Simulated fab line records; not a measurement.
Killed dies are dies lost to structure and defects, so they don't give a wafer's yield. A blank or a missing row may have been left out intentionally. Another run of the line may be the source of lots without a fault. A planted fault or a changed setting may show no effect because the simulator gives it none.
The tool behind it: which one?    flow gf180mcu    13 lots with 39 wafers sampled at 4 steps, on a route of 602 steps

WHAT THE GAUGES READ, wafer by wafer
GF_HV_LDD_CD_MEAS_19: the cd target is 400 nm. Usual: cd_nm reads 399.4 nm (standard deviation 2.3).
lot   measured      on         cd_nm (nm)         flag
L828  day 11 00:43  cd_sem-01  397.7 399.6 402.3  
L830  day 11 16:56  cd_sem-02  393.8 396.5 397.2  
L832  day 11 22:52  cd_sem-02  400.7 403.7 399.4  
L833  day 12 06:07  cd_sem-02  401.9 398.4 402.5  
L834  day 12 11:40  cd_sem-01  397.6 397.7 398.7  
L835  day 13 00:13  cd_sem-01  397.8 399.9 398.3  
L836  day 13 09:41  cd_sem-01  399.9 401.4 398.9  
L840  day 14 19:28  cd_sem-01  402.0 401.2 399.9  
L842  day 15 11:22  cd_sem-01  - - -              OFF
L844  day 16 02:16  cd_sem-01  401.5 401.1 401.9  
L847  day 16 18:26  cd_sem-01  399.9 398.4 398.6  
L848  day 17 02:31  cd_sem-01  402.0 401.4 405.6  
L851  day 18 00:58  cd_sem-01  396.1 395.0 395.3  

GF_HV_LDD_TW_MEAS_23. Usual: HV_LDD_2_TW typically reads 1049, with standard deviation 9.6.
lot   measured      on             HV_LDD_2_TW     flag
L828  day 11 01:05  film_metro-01  1035 1041 1044  
L830  day 11 17:20  film_metro-02  1059 1057 1054  
L832  day 11 23:16  film_metro-01  1036 1032 1032  
L833  day 12 06:30  film_metro-01  1033 1043 1036  
L834  day 12 12:04  film_metro-03  1051 1055 1052  
L835  day 13 00:38  film_metro-02  1051 1058 1057  
L836  day 13 10:06  film_metro-03  1049 1059 1048  
L840  day 14 19:53  film_metro-02  1060 1064 1064  
L842  day 15 11:47  film_metro-03  30 30 30        OFF
L844  day 16 02:40  film_metro-01  1038 1043 1032  
L847  day 16 18:50  film_metro-02  1051 1058 1061  
L848  day 17 02:56  film_metro-03  1050 1054 1048  
L851  day 18 01:21  film_metro-01  1036 1041 1035  

GF_PSD_CD_MEAS_07: the cd target is 400 nm. Usual: cd_nm reads 400.1 nm (standard deviation 2.4).
lot   measured      on         cd_nm (nm)         flag
L828  day 14 11:37  cd_sem-01  397.2 396.7 398.0  
L830  day 15 05:25  cd_sem-02  401.6 401.3 402.7  
L832  day 15 12:19  cd_sem-02  402.5 400.9 398.9  
L833  day 15 21:14  cd_sem-02  399.3 398.6 400.9  
L834  day 16 02:31  cd_sem-02  401.4 400.0 400.4  
L835  day 16 18:31  cd_sem-02  396.2 397.5 397.5  
L836  day 17 04:52  cd_sem-02  396.6 397.6 396.9  
L840  day 18 14:39  cd_sem-01  401.5 403.6 406.1  
L844  day 20 02:34  cd_sem-01  402.0 402.4 399.8  
L847  day 20 21:50  cd_sem-02  397.1 397.8 396.6  
L848  day 21 04:10  cd_sem-01  399.4 399.2 398.9  
L851  day 22 03:43  cd_sem-01  404.6 403.0 403.1  

TOOL THAT RAN EACH LOT (tool first, then ch and the chambers of the sampled wafers, then the start)
lot   GF_HV_LDD_EXPOSE_16
L828  iline_stepper-02 ch 0, day 10 16:05
L830  iline_stepper-01 ch 0, day 11 07:23
L832  iline_stepper-01 ch 0, day 11 13:41
L833  iline_stepper-02 ch 0, day 11 20:48
L834  iline_stepper-02 ch 0, day 12 01:32
L835  iline_stepper-01 ch 0, day 12 14:45
L836  iline_stepper-02 ch 0, day 13 00:01
L840  iline_stepper-01 ch 0, day 14 08:50
L842  iline_stepper-01 ch 0, day 15 00:41
L844  iline_stepper-01 ch 0, day 15 15:36
L847  iline_stepper-02 ch 0, day 16 07:11
L848  iline_stepper-02 ch 0, day 16 15:46
L851  iline_stepper-02 ch 0, day 17 13:40
- GF_HV_LDD_EXPOSE_16: exposes mask Pplus LV AREA, target cd 400 nm.

WHAT THE TOOLS THEMSELVES READ (means of the sampled wafers that have a number; where no wafer has one, the mark that the record gives instead)
The record holds no such reading with a usual standard deviation.

THE ANSWER, worked out from the rows above alone
Rule: lot off if the mean of its wafers having a number is beyond 3 standard deviations from the usual mean. Also off: a lot with no number at a reading for which 4 or more lots have one. Any other lot the step has rows for is counted as sound. After the gauges, taken in route order, come the tools' own readings; for these a lot's mean is taken, as printed above. At the first step where some lot is off, the reading lying furthest off is the one used; lots without a number count as furthest.
Off: L842 (GF_HV_LDD_CD_MEAS_19, cd_nm). Without a number there: L842.
If a tool, at a process step before that reading, ran all the lots that are off and no sound lot after the first of them, it fits. Not tried: the gauges at GF_HV_LDD_CD_MEAS_19; whatever is off there is also off at GF_HV_LDD_TW_MEAS_23, on other tools, and gauge error can't account for it. Not one of the candidates tried fits.

WHAT WAS PUT IN BY THE SIMULATOR
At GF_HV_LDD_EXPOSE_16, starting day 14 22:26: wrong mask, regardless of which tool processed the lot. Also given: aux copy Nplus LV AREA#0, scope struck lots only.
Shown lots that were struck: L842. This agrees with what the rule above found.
